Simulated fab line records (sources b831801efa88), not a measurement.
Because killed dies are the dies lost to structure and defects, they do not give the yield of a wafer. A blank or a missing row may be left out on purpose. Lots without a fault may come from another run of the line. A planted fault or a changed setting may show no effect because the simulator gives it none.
Split-lot study    flow gf180mcu    5 lots, 23 wafers read, on a route of 602 steps

== THE SPLIT ==
At GF_PSD_COAT_02 (resist thk 1000 nm), the setting spinRpm was moved away from the recipe's 3000 rpm on 12 of the 23 wafers read, by -7.1% to +4.3%. The other wafers ran this setting at the recipe's value.

The split's own step is where the reading is taken.

== THE READING ==
NOVOLAK_of_PSD_COAT_02.thkNm (the simulator's own value, which no gauge read), in nm, at GF_PSD_COAT_02 (resist thk 1000 nm). The file gives no usual value for it. Across the 11 wafers here that went through the recipe, the average is 1001.4 nm and the standard deviation 2.6 nm.

wafer   tool, chamber at the split  spinRpm as run, rpm  against the recipe  NOVOLAK_of_PSD_COAT_02.thkNm, nm  against lot-mates on the recipe
L076.3  lithoTrack-03, 0            3000                 recipe              1003                              -
L076.5  lithoTrack-03, 0            3000                 recipe              1003                              -
L076.4  lithoTrack-03, 0            3000                 recipe              1002                              -
L078.1  lithoTrack-02, 0            3000                 recipe              997.9                             -
L078.2  lithoTrack-02, 0            2788                 -7.1%               1038                              +39.9
L078.4  lithoTrack-02, 0            2788                 -7.1%               1035                              +36.9
L078.5  lithoTrack-02, 0            3000                 recipe              998.3                             -
L078.6  lithoTrack-02, 0            2788                 -7.1%               1039                              +40.9
L079.1  lithoTrack-01, 0            3128                 +4.3%               982.4                             -19.3
L079.2  lithoTrack-01, 0            3128                 +4.3%               980.2                             -21.5
L079.3  lithoTrack-01, 0            3128                 +4.3%               980.8                             -20.9
L079.5  lithoTrack-01, 0            3000                 recipe              999.4                             -
L079.6  lithoTrack-01, 0            3000                 recipe              1004                              -
L082.1  lithoTrack-02, 0            3119                 +4.0%               986.3                             -18.2
L082.2  lithoTrack-02, 0            3119                 +4.0%               983.2                             -21.3
L082.3  lithoTrack-02, 0            3000                 recipe              1005                              -
L082.5  lithoTrack-02, 0            3119                 +4.0%               984.2                             -20.3
L082.6  lithoTrack-02, 0            3000                 recipe              1004                              -
L083.1  lithoTrack-01, 0            3109                 +3.6%               981.7                             -17.6
L083.2  lithoTrack-01, 0            3109                 +3.6%               981.9                             -17.4
L083.3  lithoTrack-01, 0            3000                 recipe              1001                              -
L083.4  lithoTrack-01, 0            3000                 recipe              997.6                             -
L083.5  lithoTrack-01, 0            3109                 +3.6%               983.4                             -15.9

FIT RESULTS
A straight line over all 23 wafers: NOVOLAK_of_PSD_COAT_02.thkNm changes by -4.93 nm for each +1% of spinRpm; r = -0.99; the points scatter about the line by 2.4 nm.
The same after taking each lot's own level away (the mean of its wafers on the recipe; 23 wafers): -5.25 nm for each +1%; r = -1.00; scatter 1.6 nm.
Per that fit: largest spinRpm move, reading shift of 37 nm.
From 998.10 to 1004.50 nm: that is the span of the lots' own levels, equal to 2.5 times the standard deviation above.
The two slopes agree, so the slope changes little with the lot-to-lot level.
Check: with one of the wafers moved furthest among these (-7.1%) left out of the fit, the line predicts +37.4 nm for it against its lot-mates. It came out at +39.9 nm against them.

== ADDITIONAL SPLITS CARRIED BY THESE WAFERS ==
Before the reading, these wafers also passed through other splits. Each is held against what the fit with the lots' levels taken away leaves over:
other split on the same wafers     wafers away from the commonest value  r with NOVOLAK_of_PSD_COAT_02.thkNm (lot level and that fit taken away)
GF_POLY_GATE_PEB_08 pebTimeS       9                                     +0.16
GF_HV_LDD_IMPLANT_09 doseCm2       4                                     +0.13
GF_HV_LDD_DEVELOP_18 developTimeS  11                                    +0.16
GF_HV_LDD_IMPLANT_21 doseCm2       7                                     -0.04
GF_HV_LDD_DEVELOP_45 developTimeS  11                                    +0.47
GF_HV_LDD_CVD_56 timeS             15                                    +0.18
GF_NSD_COAT_02 spinRpm             5                                     -0.25

== THE WHOLE CHAIN: every reading that the file lists as answering this split, in the file's order ==
step             what it does        reading                                                                        change (the file's fit)               r (the file's)
GF_PSD_COAT_02   resist thk 1000 nm  NOVOLAK_of_PSD_COAT_02.thkNm (the simulator's own value, which no gauge read)  -5.22 nm for each +1% of the setting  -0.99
GF_PSD_STRIP_10  strips in O2/N2     stripTimeToEndpointS                                                           withheld for each +1% of the setting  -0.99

== FILE'S OWN FIT ==
NOVOLAK_of_PSD_COAT_02.thkNm changes by -5.22 nm for each +1% of spinRpm, r = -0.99.
